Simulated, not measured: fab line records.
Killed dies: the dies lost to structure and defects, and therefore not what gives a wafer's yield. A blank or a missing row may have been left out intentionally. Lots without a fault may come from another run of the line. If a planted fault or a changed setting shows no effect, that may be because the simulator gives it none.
Lot-split experiment :: flow gf180mcu :: 23 wafers read across 5 lots, on a route 602 steps long

ON THE SPLIT
At GF_M1_COAT_09 (resist thk 1000 nm), the setting resist_thk_nm was moved away from the recipe's 1000 nm on 4 of the 23 wafers read, by -2.9% to -2.1%. This setting was run at the recipe's value on the other wafers.

FROM THE SPLIT TO THE READING: what the file shows between them, 2 steps
- GF_M1_SOFTBAKE_10: time 60 s
- GF_M1_EXPOSE_11: exposes mask Metal1, target cd 230 nm

THE READING
KrF_of_M1_COAT_09.thk_nm (the simulator's own value, which no gauge read), in nm, at GF_M1_METAL_ETCH_16 (etches the open film in Cl2/BCl3, stops on SiO2, target depth 627.5 nm, time 104.6 s). There is no usual value for it anywhere in the file. Here, 19 wafers ran the recipe; their average is 736.9 nm with a standard deviation of 3.2 nm.

wafer: L077.4
tool, chamber at the split: litho_track-04, 0
resist_thk_nm as run, nm: 1000
against the recipe: recipe
KrF_of_M1_COAT_09.thk_nm, nm: 735.2
against lot-mates on the recipe: -

wafer: L077.5
tool, chamber at the split: litho_track-04, 0
resist_thk_nm as run, nm: 1000
against the recipe: recipe
KrF_of_M1_COAT_09.thk_nm, nm: 736
against lot-mates on the recipe: -

wafer: L077.6
tool, chamber at the split: litho_track-04, 0
resist_thk_nm as run, nm: 1000
against the recipe: recipe
KrF_of_M1_COAT_09.thk_nm, nm: 741.3
against lot-mates on the recipe: -

wafer: L081.1
tool, chamber at the split: litho_track-02, 0
resist_thk_nm as run, nm: 1000
against the recipe: recipe
KrF_of_M1_COAT_09.thk_nm, nm: 743.8
against lot-mates on the recipe: -

wafer: L081.2
tool, chamber at the split: litho_track-02, 0
resist_thk_nm as run, nm: 1000
against the recipe: recipe
KrF_of_M1_COAT_09.thk_nm, nm: 734
against lot-mates on the recipe: -

wafer: L081.3
tool, chamber at the split: litho_track-02, 0
resist_thk_nm as run, nm: 1000
against the recipe: recipe
KrF_of_M1_COAT_09.thk_nm, nm: 741
against lot-mates on the recipe: -

wafer: L081.5
tool, chamber at the split: litho_track-02, 0
resist_thk_nm as run, nm: 978.5
against the recipe: -2.1%
KrF_of_M1_COAT_09.thk_nm, nm: 711.9
against lot-mates on the recipe: -27.7

wafer: L081.6
tool, chamber at the split: litho_track-02, 0
resist_thk_nm as run, nm: 978.5
against the recipe: -2.1%
KrF_of_M1_COAT_09.thk_nm, nm: 718.2
against lot-mates on the recipe: -21.4

wafer: L080.1
tool, chamber at the split: litho_track-04, 0
resist_thk_nm as run, nm: 1000
against the recipe: recipe
KrF_of_M1_COAT_09.thk_nm, nm: 736.5
against lot-mates on the recipe: -

wafer: L080.2
tool, chamber at the split: litho_track-04, 0
resist_thk_nm as run, nm: 1000
against the recipe: recipe
KrF_of_M1_COAT_09.thk_nm, nm: 736.3
against lot-mates on the recipe: -

wafer: L080.3
tool, chamber at the split: litho_track-04, 0
resist_thk_nm as run, nm: 1000
against the recipe: recipe
KrF_of_M1_COAT_09.thk_nm, nm: 737.3
against lot-mates on the recipe: -

wafer: L080.4
tool, chamber at the split: litho_track-04, 0
resist_thk_nm as run, nm: 1000
against the recipe: recipe
KrF_of_M1_COAT_09.thk_nm, nm: 740.1
against lot-mates on the recipe: -

wafer: L080.6
tool, chamber at the split: litho_track-04, 0
resist_thk_nm as run, nm: 1000
against the recipe: recipe
KrF_of_M1_COAT_09.thk_nm, nm: 735.3
against lot-mates on the recipe: -

wafer: L083.1
tool, chamber at the split: litho_track-02, 0
resist_thk_nm as run, nm: 1000
against the recipe: recipe
KrF_of_M1_COAT_09.thk_nm, nm: 737.6
against lot-mates on the recipe: -

wafer: L083.2
tool, chamber at the split: litho_track-02, 0
resist_thk_nm as run, nm: 1000
against the recipe: recipe
KrF_of_M1_COAT_09.thk_nm, nm: 735.4
against lot-mates on the recipe: -

wafer: L083.3
tool, chamber at the split: litho_track-02, 0
resist_thk_nm as run, nm: 1000
against the recipe: recipe
KrF_of_M1_COAT_09.thk_nm, nm: 736.1
against lot-mates on the recipe: -

wafer: L083.4
tool, chamber at the split: litho_track-02, 0
resist_thk_nm as run, nm: 1000
against the recipe: recipe
KrF_of_M1_COAT_09.thk_nm, nm: 738.7
against lot-mates on the recipe: -

wafer: L083.5
tool, chamber at the split: litho_track-02, 0
resist_thk_nm as run, nm: 1000
against the recipe: recipe
KrF_of_M1_COAT_09.thk_nm, nm: 736
against lot-mates on the recipe: -

wafer: L084.1
tool, chamber at the split: litho_track-02, 0
resist_thk_nm as run, nm: 971
against the recipe: -2.9%
KrF_of_M1_COAT_09.thk_nm, nm: 708.4
against lot-mates on the recipe: -25.2

wafer: L084.2
tool, chamber at the split: litho_track-02, 0
resist_thk_nm as run, nm: 1000
against the recipe: recipe
KrF_of_M1_COAT_09.thk_nm, nm: 729.3
against lot-mates on the recipe: -

wafer: L084.3
tool, chamber at the split: litho_track-02, 0
resist_thk_nm as run, nm: 1000
against the recipe: recipe
KrF_of_M1_COAT_09.thk_nm, nm: 739.1
against lot-mates on the recipe: -

wafer: L084.4
tool, chamber at the split: litho_track-02, 0
resist_thk_nm as run, nm: 1000
against the recipe: recipe
KrF_of_M1_COAT_09.thk_nm, nm: 732.5
against lot-mates on the recipe: -

wafer: L084.5
tool, chamber at the split: litho_track-02, 0
resist_thk_nm as run, nm: 971
against the recipe: -2.9%
KrF_of_M1_COAT_09.thk_nm, nm: 713.8
against lot-mates on the recipe: -19.8

THE FIT
A straight line over all 23 wafers: KrF_of_M1_COAT_09.thk_nm changes by +9.34 nm for each +1% of resist_thk_nm; r = +0.94; the points scatter about the line by 3.4 nm.
The same after taking each lot's own level away (the mean of its wafers on the recipe; 23 wafers): +9.01 nm for each +1%; r = +0.93; scatter 3.5 nm.
That fit puts the effect of the largest move of resist_thk_nm on the reading at 26 nm.
Across the lots, their own levels run from 733.63 to 739.60 nm, a range of 1.8 times the standard deviation given above.
Consequently the slope shifts little with the lot-to-lot level, the two slopes agreeing.
Check: -26.8 nm against its lot-mates is what the line predicts for one of the wafers moved furthest among these (-2.9%) when that wafer is left out of the fit. It came out at -25.2 nm against them.

THESE WAFERS: OTHER SPLITS
Note: prior to the reading, these wafers also went through further splits. Each is held against what the fit with the lots' levels taken away leaves over:
other split on the same wafers: GF_PSD_DEVELOP_06 develop_time_s
wafers away from the commonest value: 6
r with KrF_of_M1_COAT_09.thk_nm (lot level and that fit taken away): -0.08

other split on the same wafers: GF_SAB_ETCH_11 time_s
wafers away from the commonest value: 8
r with KrF_of_M1_COAT_09.thk_nm (lot level and that fit taken away): +0.10

other split on the same wafers: GF_SALICIDE_SPUTTER_02 time_s
wafers away from the commonest value: 8
r with KrF_of_M1_COAT_09.thk_nm (lot level and that fit taken away): -0.37

THE WHOLE CHAIN: every reading that the file lists as answering this split, in the file's order
step: GF_M1_COAT_09
what it does: resist thk 1000 nm
reading: KrF_of_M1_COAT_09.thk_nm (the simulator's own value, which no gauge read)
change (the file's fit): +9.75 nm for each +1% of the setting
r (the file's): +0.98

step: GF_M1_METAL_ETCH_16
what it does: etches the open film in Cl2/BCl3, stops on SiO2, target depth 627.5 nm, time 104.6 s
reading: KrF_of_M1_COAT_09.thk_nm (the simulator's own value, which no gauge read)
change (the file's fit): +9.07 nm for each +1% of the setting
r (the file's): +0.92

step: GF_M1_STRIP_17
what it does: strips in O2/N2
reading: strip_time_to_endpoint_s
change (the file's fit): withheld for each +1% of the setting, in a fit together with power_w@M1_STRIP_17
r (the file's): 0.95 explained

FILE'S OWN FIT
KrF_of_M1_COAT_09.thk_nm changes by +9.07 nm for each +1% of resist_thk_nm, r = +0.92.
